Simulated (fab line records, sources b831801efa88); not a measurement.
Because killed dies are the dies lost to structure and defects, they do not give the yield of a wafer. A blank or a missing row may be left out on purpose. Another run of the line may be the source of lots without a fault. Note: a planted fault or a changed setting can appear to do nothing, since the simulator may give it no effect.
A lot that was struck, set against a sound lot | flow gf180mcu | 14 steps out of a route of 602
Sound: the wafers L593.1, L593.2, L593.5. Struck: wafers L596.2, L596.5, L596.6. The cause comes at the end.
Each step with rows lists, per side, the tool, then ch with its chambers, then its first start. Under that, the readings that differ: sound wafers | struck wafers | difference of the means | sigmas: that difference in standard deviations of wafers without a fault.
alike: readings with means less than 2 such deviations apart, plus words and numbers identical on both sides. not compared: withheld readings, readings lacking a value on some wafer, bounds such as >300 that could conceal the same value, and numbers that have no deviation in the record and whose values overlap.
Wherever a step has rows on one side only, a row that says differs or no value, or a row with sigmas, the two part there. Non-overlapping numbers with no deviation appear without sigmas and do not part them. A reading that every wafer of one side lacks parts them only if that side has two wafers or more.

first, 8 steps without rows for these wafers: GF_V3_DEHYDRATE_06 (time 60 s); GF_V3_HMDS_07 (prime time 60 s); GF_V3_COAT_08; GF_V3_COAT_09 (resist thk 1000 nm); GF_V3_SOFTBAKE_10 (time 60 s); GF_V3_EXPOSE_11 (exposes mask Via3, target cd 260 nm); GF_V3_PEB_12 (peb time 90 s); GF_V3_DEVELOP_13 (develop time 60 s).
GF_V3_CD_MEAS_14: target cd 260 nm.
  sound: cd_sem-02 at day 22 03:03; struck: cd_sem-01 at day 23 07:59
  reading    | sound             | struck            | difference | sigmas
  cd_nm (nm) | 258.8 257.0 257.7 | 261.2 259.2 261.6 | +2.8       | +2
GF_V3_OVL_MEAS_15:
  sound: overlay-01 at day 22 03:10; struck: overlay-02 at day 23 08:05
  alike: V3_OVL
GF_V3_ETCH_16: etches BARC in N2/H2.
  sound on rie_diel-02 ch 1,2,3, day 22 03:13; struck on rie_diel-01 ch 0,2,3, day 23 08:07
  alike: drypump_motor_current_A, oes_product_au, throttle_valve_pct
GF_V3_ETCH_17: etches SiO2 in C4F8/O2/Ar, stops on TiN, target depth 635 nm.
  sound: rie_diel-02 ch 1,2,3; struck: rie_diel-01 ch 0,2,3
  alike: oes_product_au
GF_V3_STRIP_18: strips in O2/N2.
  sound on plasma_asher-03 ch 0,1, day 22 03:20; struck on plasma_asher-03 ch 0,1, day 23 08:15
  no value came back on the struck wafers for chamber_pressure_mTorr (mTorr), drypump_motor_current_A (A), heater_power_w (W), oes_product_au (a.u.); on the sound wafers chamber_pressure_mTorr (mTorr) reads 1499.2 1500.0 1501.0
  not compared: rf_hours_counter_h
then, 1 step without rows for these wafers: GF_V3_STRIP_19 (strips in post etch residue remover, time 1200 s).

== WHERE THEY PART ==
Last at GF_V3_STRIP_18 as far as this record goes, first at GF_V3_CD_MEAS_14.

WHY: what had been put in by the simulator
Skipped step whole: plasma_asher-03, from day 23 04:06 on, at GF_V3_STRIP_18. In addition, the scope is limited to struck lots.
